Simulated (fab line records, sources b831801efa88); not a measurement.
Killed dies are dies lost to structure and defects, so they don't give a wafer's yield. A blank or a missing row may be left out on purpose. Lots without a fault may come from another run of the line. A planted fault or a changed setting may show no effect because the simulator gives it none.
Which tool did it? | flow gf180mcu | 13 lots, 39 wafers sampled, at 2 steps of a route of 602

WHAT THE GAUGES READ, wafer by wafer
GF_STI_THK_MEAS_02. Usual: STI_OXIDATION_THK 10.12 nm, standard deviation 0.21.
lot  | measured    | on            | STI_OXIDATION_THK (nm) | flag
L360 | day 1 22:04 | film_metro-01 | 10.02 10.17 9.99       |
L361 | day 2 02:31 | film_metro-01 | 9.90 10.18 10.02       |
L363 | day 2 15:13 | film_metro-01 | 16.56 16.78 16.65      | OFF
L367 | day 3 09:20 | film_metro-04 | 10.14 10.23 10.43      |
L368 | day 3 15:04 | film_metro-02 | 16.70 16.54 16.35      | OFF
L369 | day 3 21:07 | film_metro-01 | 15.77 15.56 15.87      | OFF
L374 | day 4 20:22 | film_metro-04 | 10.01 9.89 9.81        |
L375 | day 5 00:32 | film_metro-02 | 10.14 10.30 10.24      |
L377 | day 5 10:31 | film_metro-04 | 9.70 9.97 9.77         |
L378 | day 5 15:32 | film_metro-02 | 10.18 10.03 10.02      |
L379 | day 5 21:22 | film_metro-01 | 9.90 10.14 10.03       |
L380 | day 6 01:31 | film_metro-04 | 9.96 10.03 9.92        |
L381 | day 6 08:07 | film_metro-01 | 10.00 10.01 9.78       |

WHICH TOOL RAN EACH LOT (tool, then ch and the chambers of the sampled wafers, then the start)
lot  | GF_STI_OXIDATION_01
L360 | furnace-01 ch 0, day 1 20:38
L361 | furnace-01 ch 0, day 2 01:07
L363 | furnace-01 ch 0, day 2 11:08 and furnace-02 ch 0, day 2 13:47
L367 | furnace-01 ch 0, day 3 07:56
L368 | furnace-01 ch 0, day 3 12:07
L369 | furnace-02 ch 0, day 3 18:10
L374 | furnace-02 ch 0, day 4 18:58
L375 | furnace-01 ch 0, day 4 23:07
L377 | furnace-02 ch 0, day 5 09:07
L378 | furnace-01 ch 0, day 5 14:07
L379 | furnace-01 ch 0, day 5 19:57
L380 | furnace-01 ch 0, day 6 00:07
L381 | furnace-01 ch 0, day 6 06:42
- GF_STI_OXIDATION_01: stabilise 600 s, purge 300 s, target thk 10 nm.

WHAT THE TOOLS THEMSELVES READ (means of the sampled wafers that have a number; where no wafer has one, the mark that the record gives instead)
GF_STI_OXIDATION_01. Usual: ox_temp_c_max 904.9, standard deviation 0.95.
lot  | tool                  | ox_temp_c_max | flag
L360 | furnace-01            | 904.8         |
L361 | furnace-01            | 904.9         |
L363 | furnace-01/furnace-02 | 905.4         |
L367 | furnace-01            | 905.0         |
L368 | furnace-01            | 905.1         |
L369 | furnace-02            | 905.2         |
L374 | furnace-02            | 904.3         |
L375 | furnace-01            | 904.2         |
L377 | furnace-02            | 904.4         |
L378 | furnace-01            | 905.7         |
L379 | furnace-01            | 905.5         |
L380 | furnace-01            | 904.7         |
L381 | furnace-01            | 905.4         |

THE ANSWER, worked out from the rows above alone
Rule: a lot is off if the mean of its wafers that have a number lies more than 3 standard deviations from the usual mean. A lot without any number at a reading at which 4 lots or more have one is off too. The other lots that the step has rows for count as sound. The gauges are gone through in route order, then the tools' own readings, and for those a lot's mean is taken as printed above. The first step at which some lot is off is used, and at that step the reading that is off furthest; a lot without a number counts as furthest.
Off: L363, L368, L369, at GF_STI_THK_MEAS_02 (STI_OXIDATION_THK).
A tool fits if, at a process step before that reading, it ran every lot that is off, and no sound lot after the first of them. The gauges at GF_STI_THK_MEAS_02 are tried like those tools. None of those tried fits.

WHAT THE SIMULATOR HAD PUT IN
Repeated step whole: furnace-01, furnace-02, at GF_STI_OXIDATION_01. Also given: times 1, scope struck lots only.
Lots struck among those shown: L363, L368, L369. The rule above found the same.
